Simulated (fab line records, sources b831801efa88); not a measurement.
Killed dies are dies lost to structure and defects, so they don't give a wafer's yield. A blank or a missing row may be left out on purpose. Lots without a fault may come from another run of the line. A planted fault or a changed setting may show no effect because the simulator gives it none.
fab line records | flow gf180mcu | part 2 of 2: steps 32 to 40 of 40
record lots=5 wafers=15 last_day=34
route steps=602 shown M4@471 V4@476 MIM@503
lots that met no fault: from a run of the same line without faults
start_h: hours from the record's first day to the start of the lot's first wafer shown | wait_h: hours since the lot's step before | " the same as in the row above | L1.1+2: a row that stands for several wafers | - no value, or no start given | * or withheld: withheld | < > ~ a bound
route shown NAME@n: a module of which the file shows steps, and the number in the route of the first | usual: mean/standard deviation of fault-free wafers | same: alike in all rows | chamber/n: place in a boat | sites: the reading at each site | _std_site: their standard deviation | _edge_site: outer sites' mean less inner sites' | radius_mm: how far each site lies from the wafer's centre | mask NAME#n: copy n | behind: the tool/chamber that last shaped the wafer | hold: why the lot was held/for how many hours/how that ended | device: the transistor (n, p or np) that didn't switch | end of line: the same wafers' tests at the end of the route | a step without rows: its recipe alone | killed: dies lost to structure and defects at the first sort, not the wafer's yield | map: a wafer's dies, x killed, . not, _ none there
set.NAME: the setting as run; set.NAME@STEP: as run at that earlier step | model.NAME: the simulator's own value behind a step, which no gauge read
lots at some steps of the route; a table a step, a row a wafer
services: from which hour (start_h, from the record's first day; less than 0 if before it) a tool's chamber was out of use, for how many hours, and why
## steps
# step GF_V4_CMP_26
# recipe stop_on=SiO2 down_force_psi=3.5 platen_rpm=60 t_overpolish_s=15 target_thk_nm=0 pad_velocity_m_s=0.94248
# usual motor_current_A=11.1/1 overpolish_run_s=14.999/0.0091 time_to_endpoint_s=84/5
# columns lot.wafer tool chamber start_h wait_h motor_current_A overpolish_run_s time_to_endpoint_s
L077.4 cmp-01 0 592.66 0.0 10.7 15.006 86
L077.2 " 2 " " 10.1 15.009 82
L077.3 " 3 " " 10.3 15.002 87
L083.2 cmp-02 1 631.24 0.1 12.2 15.003 88
L083.1 " 2 " " 10.7 14.994 86
L083.5 " 1 " " 12.5 14.981 88
L085.1 cmp-01 0 646.89 0.1 11.1 14.985 80
L085.5 " 0 " " 11.0 14.988 80
L085.6 " 1 " " 10.6 15.015 74
L087.1 cmp-02 0 667.41 0.2 12.2 15.000 83
L087.3 " 1 " " 12.9 15.001 91
L087.4 " 2 " " 10.9 15.001 87
L096.1 cmp-02 3 725.59 0.1 9.6 15.000 85
L096.4 " 1 " " 13.2 15.002 89
L096.6 " 3 " " 10.3 15.007 84
# step GF_MIM_SPUTTER_00
# recipe material=Ti target_thk_nm=37.5 arriving_ion_energy_ev=80 substrate_temp_c=200 chamber_pressure_pa=2 power_w=4000 time_s=150
# usual throttle_valve_pct=30.3/1.2
# columns lot.wafer tool chamber start_h wait_h throttle_valve_pct
L077.2 pvd_sputter-04 - 592.96 0.1 30.6
L077.3 " - " " 29.8
L077.4 " - " " 28.8
L083.1 pvd_sputter-03 - 631.49 0.1 29.6
L083.2 " - " " 28.6
L083.5 " - " " 29.9
L085.1 pvd_sputter-04 - 647.19 0.2 30.7
L085.5 " - " " 30.5
L085.6 " - " " 28.7
L087.1 pvd_sputter-03 - 667.66 0.2 28.7
L087.3 " - " " 29.8
L087.4 " - " " 31.3
L096.1 pvd_sputter-04 - 725.89 0.2 29.8
L096.4 " - " " 32.6
L096.6 " - " " 30.9
# step GF_MIM_SPUTTER_01
# recipe material=TiN target_thk_nm=30 power_w=6500 time_s=25 chamber_pressure_pa=0.4
# usual throttle_valve_pct=30.3/1.2
# columns lot.wafer tool chamber start_h wait_h throttle_valve_pct
L077.2 pvd_sputter-04 - 593.06 0.1 30.6
L077.3 " - " " 29.7
L077.4 " - " " 28.9
L083.1 pvd_sputter-03 - 631.59 0.1 29.7
L083.2 " - " " 28.6
L083.5 " - " " 29.8
L085.1 pvd_sputter-04 - 647.29 0.1 30.7
L085.5 " - " " 30.6
L085.6 " - " " 28.9
L087.1 pvd_sputter-03 - 667.76 0.1 28.6
L087.3 " - " " 29.6
L087.4 " - " " 31.7
L096.1 pvd_sputter-04 - 725.99 0.1 29.9
L096.4 " - " " 32.7
L096.6 " - " " 30.5
# step GF_MIM_SPUTTER_02
# recipe material=AlCu target_thk_nm=450 power_w=10600 time_s=23.9 chamber_pressure_pa=0.4
# usual throttle_valve_pct=30.3/1.2
# columns lot.wafer tool chamber start_h wait_h throttle_valve_pct
L077.2 pvd_sputter-04 - 593.09 0.0 30.5
L077.3 " - " " 30.1
L077.4 " - " " 28.9
L083.1 pvd_sputter-03 - 631.62 0.0 29.9
L083.2 " - " " 28.5
L083.5 " - " " 29.8
L085.1 pvd_sputter-04 - 647.32 0.0 30.5
L085.5 " - " " 30.6
L085.6 " - " " 28.8
L087.1 pvd_sputter-03 - 667.79 0.0 28.8
L087.3 " - " " 29.8
L087.4 " - " " 31.2
L096.1 pvd_sputter-04 - 726.02 0.0 29.8
L096.4 " - " " 32.9
L096.6 " - " " 30.4
# step GF_MIM_SPUTTER_03
# recipe material=Ti target_thk_nm=10 substrate_temp_c=300 chamber_pressure_pa=0.3 power_w=3000 time_s=6.7
# usual throttle_valve_pct=30.3/1.2
# columns lot.wafer tool chamber start_h wait_h throttle_valve_pct
L077.2 pvd_sputter-04 - 593.12 0.0 30.7
L077.3 " - " " 29.7
L077.4 " - " " 28.7
L083.1 pvd_sputter-03 - 631.65 0.0 29.8
L083.2 " - " " 28.3
L083.5 " - " " 29.4
L085.1 pvd_sputter-04 - 647.35 0.0 30.7
L085.5 " - " " 30.7
L085.6 " - " " 28.6
L087.1 pvd_sputter-03 - 667.82 0.0 28.5
L087.3 " - " " 29.7
L087.4 " - " " 31.4
L096.1 pvd_sputter-04 - 726.05 0.0 29.8
L096.4 " - " " 32.7
L096.6 " - " " 30.4
# step GF_MIM_SPUTTER_04
# recipe material=TiN target_thk_nm=50 power_w=6500 time_s=41.7 chamber_pressure_pa=0.4
# usual throttle_valve_pct=30.3/1.2
# columns lot.wafer tool chamber start_h wait_h throttle_valve_pct
L077.2 pvd_sputter-04 - 593.14 0.0 30.7
L077.3 " - " " 30.0
L077.4 " - " " 29.0
L083.1 pvd_sputter-03 - 631.67 0.0 29.7
L083.2 " - " " 28.4
L083.5 " - " " 29.8
L085.1 pvd_sputter-04 - 647.37 0.0 30.8
L085.5 " - " " 30.8
L085.6 " - " " 28.8
L087.1 pvd_sputter-03 - 667.85 0.0 28.4
L087.3 " - " " 29.6
L087.4 " - " " 31.4
L096.1 pvd_sputter-04 - 726.07 0.0 30.1
L096.4 " - " " 32.7
L096.6 " - " " 30.7
# step GF_MIM_CVD_05
# recipe material=Si3N4 target_thk_nm=42 temp_max_c=400 temp_c=385 time_s=29.086 rf_w=450
# usual heater_power_w=659/84
# columns lot.wafer tool chamber start_h wait_h heater_power_w
L077.2 pecvd-02 2 593.18 0.0 709
L077.3 " 0 " " 604
L077.4 " 0 " " 599
L083.1 pecvd-01 2 631.71 0.0 728
L083.2 " 1 " " 772
L083.5 " 1 " " 773
L085.1 pecvd-02 2 647.41 0.0 727
L085.5 " 0 " " 547
L085.6 " 1 " " 643
L087.1 pecvd-02 0 667.88 0.0 619
L087.3 " 1 " " 709
L087.4 " 1 " " 704
L096.1 pecvd-01 1 726.11 0.0 803
L096.4 " 0 " " 660
L096.6 " 2 " " 679
# step GF_MIM_THK_MEAS_06
# recipe reads=Si3N4_of_MIM_CVD_05
# usual MIM_CVD_05_THK=42.1/0.75
# columns lot.wafer tool chamber start_h wait_h MIM_CVD_05_THK[nm]
L077.2 film_metro-02 - 593.23 0.0 41.1
L077.3 " - " " 40.8
L077.4 " - " " 41.4
L083.1 film_metro-01 - 631.74 0.0 42.7
L083.2 " - " " 40.6
L083.5 " - " " 41.8
L085.1 film_metro-02 - 647.45 0.0 40.5
L085.5 " - " " 41.5
L085.6 " - " " 42.3
L087.1 film_metro-02 - 667.92 0.0 41.0
L087.3 " - " " 41.5
L087.4 " - " " 42.4
L096.1 film_metro-04 - 726.15 0.0 41.4
L096.4 " - " " 42.8
L096.6 " - " " 43.1
# step GF_MIM_SPUTTER_07
# recipe material=TiN target_thk_nm=60 power_w=6500 time_s=50 chamber_pressure_pa=0.4
# usual throttle_valve_pct=30.2/0.98
# columns lot.wafer tool chamber start_h wait_h throttle_valve_pct
L077.2 pvd_sputter-03 - 593.28 0.0 29.7
L077.3 " - " " 31.3
L077.4 " - " " 30.8
L083.1 pvd_sputter-04 - 631.80 0.1 29.9
L083.2 " - " " 32.8
L083.5 " - " " 32.6
L085.1 pvd_sputter-01 - 647.51 0.1 30.6
L085.5 " - " " 30.5
L085.6 " - " " 29.6
L087.1 pvd_sputter-01 - 667.98 0.1 29.8
L087.3 " - " " 29.5
L087.4 " - " " 30.7
L096.1 pvd_sputter-01 - 726.21 0.1 29.7
L096.4 " - " " 29.5
L096.6 " - " " 30.2
## services
# columns tool chamber start_h hours kind
pvd_sputter-03 - 549.36 12.6 repair
krf_scanner-01 - 558.74 4.0 pm
rie_diel-03 - 562.50 1.5 repair
cmp-01 - 562.78 12.6 pm
krf_scanner-01 - 563.79 0.9 repair
cmp-02 - 572.12 4.0 pm
rie_diel-03 - 573.17 1.2 repair
pvd_sputter-03 - 583.22 0.8 repair
hdpcvd-01 - 583.29 14.6 pm
pvd_sputter-01 - 596.47 1.9 repair
cvd_w-02 - 600.82 0.9 repair
cmp-01 - 602.08 0.4 repair
pvd_sputter-04 - 603.51 2.1 repair
cmp-02 - 612.42 5.3 pm
pecvd-04 - 612.71 1.9 repair
krf_scanner-01 - 618.26 0.8 pm
cmp-02 - 624.60 1.0 repair
pecvd-04 - 632.69 6.0 pm
cmp-01 - 635.02 0.8 repair
cmp-01 - 635.28 3.7 repair
wet_bench-04 - 640.33 1.0 repair
rie_diel-03 1 655.16 5.5 repair
pvd_sputter-04 - 668.96 2.1 repair
cmp-02 - 720.74 0.9 repair
